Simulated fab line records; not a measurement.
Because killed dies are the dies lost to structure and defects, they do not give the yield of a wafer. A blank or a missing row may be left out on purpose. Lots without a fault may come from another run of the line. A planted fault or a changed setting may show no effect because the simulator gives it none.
Struck lot and sound lot, side by side ; flow gf180mcu ; 43 steps out of a route of 602
Sound: wafers L967.1, L967.3, L967.6. The struck wafers were L972.1, L972.2, L972.6. Last of all comes the cause.
Each step with rows lists, per side, the tool, then ch with its chambers, then its first start. Under that, the readings that differ: sound wafers ; struck wafers ; difference of the means ; sigmas: that difference in standard deviations of wafers without a fault.
alike: words and numbers the same on both sides, and readings whose means are apart by under 2 such deviations; not compared: readings that were withheld, readings missing a value for some wafer, numbers with overlapping values and no deviation given by the record, and bounds like >300 which may hide the same value.
A row with sigmas, a row that says differs or no value, or rows on one side alone: a step with any of these is where the two part. Non-overlapping numbers with no deviation appear without sigmas and do not part them. A reading that every wafer of one side lacks parts them only if that side has two wafers or more.

first, 2 steps without rows for these wafers: GF_DNWELL_DEVELOP_06 (develop time 60 s); GF_DNWELL_IMPLANT_07.
GF_DNWELL_STRIP_08: strips in O2/N2.
  sound on plasma asher-04 ch 0,1, day 3 15:37; struck on plasma asher-04 ch 0,1, day 4 19:04
  alike: drypump motor current A, heater power w, oes product au, strip time to endpoint s
  not compared: rf hours counter h
GF_DNWELL_TW_MEAS_09:
  sound on film metro-04 at day 3 15:43; struck on film metro-01 at day 4 19:10
  alike: DNWELL_TW
then, 7 steps without rows for these wafers: GF_NWELL_DEHYDRATE_00 (time 60 s); GF_NWELL_HMDS_01 (prime time 60 s); GF_NWELL_COAT_02 (resist thk 3000 nm); GF_NWELL_SOFTBAKE_03; GF_NWELL_EXPOSE_04 (exposes mask Nwell, target cd 860 nm); GF_NWELL_PEB_05; GF_NWELL_DEVELOP_06 (develop time 60 s).
GF_NWELL_OVL_MEAS_07:
  sound on overlay-01 at day 4 04:58; struck on overlay-02 at day 5 09:46
  alike: NWELL_OVL
GF_NWELL_IMPLANT_08:
  sound on implanter-03 ch 0, day 4 04:59; struck on implanter-01 ch 0, day 5 09:48
reading;sound;struck;difference;sigmas
dose ions cm2;1.4991e+13 1.5001e+13 1.4993e+13;2.1593e+13 2.1597e+13 2.1582e+13;+6.5957e+12;+99 or more
faraday current uA;86.5 86.7 84.7;119.1 122.2 126.8;+36.7;+22
next, for these wafers, 1 step has no rows: GF_NWELL_IMPLANT_09.
GF_NWELL_STRIP_10: strips in O2/N2.
  sound on plasma asher-02 ch 0, day 4 05:17; struck on plasma asher-01 ch 0,1, day 5 10:06
  alike: drypump motor current A, heater power w, oes product au, strip time to endpoint s
  not compared: rf hours counter h
GF_NWELL_TW_MEAS_11:
  sound on film metro-04 at day 4 05:23; struck on film metro-03 at day 5 10:25
reading;sound;struck;difference;sigmas
NWELL_TW;1581 1594 1591;1752 1763 1753;+167;+18
  not compared: hold
then, 6 steps without rows for these wafers: GF_LVPWELL_HMDS_01 (prime time 60 s); GF_LVPWELL_COAT_02 (resist thk 3000 nm); GF_LVPWELL_SOFTBAKE_03; GF_LVPWELL_EXPOSE_04 (exposes mask LVPWELL, target cd 600 nm); GF_LVPWELL_PEB_05; GF_LVPWELL_DEVELOP_06 (develop time 60 s).
GF_LVPWELL_OVL_MEAS_07:
  sound on overlay-01 at day 4 18:13; struck on overlay-02 at day 6 00:53
  alike: LVPWELL_OVL
then, 2 steps without rows for these wafers: GF_LVPWELL_IMPLANT_08; GF_LVPWELL_IMPLANT_09.
GF_LVPWELL_STRIP_10: strips in O2/N2.
  sound on plasma asher-01 ch 0,1, day 4 18:34; struck on plasma asher-04 ch 0,1, day 6 01:13
  alike: drypump motor current A, heater power w, oes product au, strip time to endpoint s
  not compared: rf hours counter h
GF_LVPWELL_TW_MEAS_11:
  sound on film metro-04 at day 4 18:40; struck on film metro-03 at day 6 01:19
reading;sound;struck;difference;sigmas
LVPWELL_TW;569.7 564.1 565.4;557.9 563.4 561.7;-5.4;-2
then, 7 steps without rows for these wafers: GF_MVSD_DEHYDRATE_00 (time 60 s); GF_MVSD_HMDS_01 (prime time 60 s); GF_MVSD_COAT_02 (resist thk 3000 nm); GF_MVSD_SOFTBAKE_03; GF_MVSD_EXPOSE_04 (exposes mask MVSD, target cd 1000 nm); GF_MVSD_PEB_05; GF_MVSD_DEVELOP_06 (develop time 60 s).
GF_MVSD_OVL_MEAS_07:
  sound on overlay-01 at day 5 09:02; struck on overlay-02 at day 6 16:22
  alike: MVSD_OVL
then, 2 steps without rows for these wafers: GF_MVSD_IMPLANT_08; GF_MVSD_IMPLANT_09.
GF_MVSD_STRIP_10: strips in O2/N2.
  sound on plasma asher-03 ch 0,1, day 5 09:22; struck on plasma asher-01 ch 0,1, day 6 16:43
  alike: drypump motor current A, heater power w, oes product au, strip time to endpoint s
  not compared: rf hours counter h
GF_MVSD_TW_MEAS_11:
  sound on film metro-04 at day 5 09:28; struck on film metro-04 at day 6 16:49
  alike: MVSD_TW
then, 2 steps without rows for these wafers: GF_MVPSD_DEHYDRATE_00 (time 60 s); GF_MVPSD_HMDS_01 (prime time 60 s).
-- the record jumps here: 4 days lie between the struck wafers' starts before and after --
GF_VT_IMPLANT_RS_MEAS_47: uses a four-point probe to measure.
  sound on film metro-04 at day 8 16:26; struck on film metro-03 at day 10 05:24
reading;sound;struck;difference;sigmas
NWELL_RS (ohm/sq);487.5 489.9 489.3;404.7 403.4 403.2;-85.1;-71
  not compared: hold
next, for these wafers, 1 step has no rows: GF_PASSIVATION_PROBE_99.

WHERE THEY PART
First at GF_NWELL_IMPLANT_08; last, within this record, at GF_VT_IMPLANT_RS_MEAS_47.

WHY: whatever the simulator had introduced
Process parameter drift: implanter-01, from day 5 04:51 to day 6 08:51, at GF_NWELL_IMPLANT_08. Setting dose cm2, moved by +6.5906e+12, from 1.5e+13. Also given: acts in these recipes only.
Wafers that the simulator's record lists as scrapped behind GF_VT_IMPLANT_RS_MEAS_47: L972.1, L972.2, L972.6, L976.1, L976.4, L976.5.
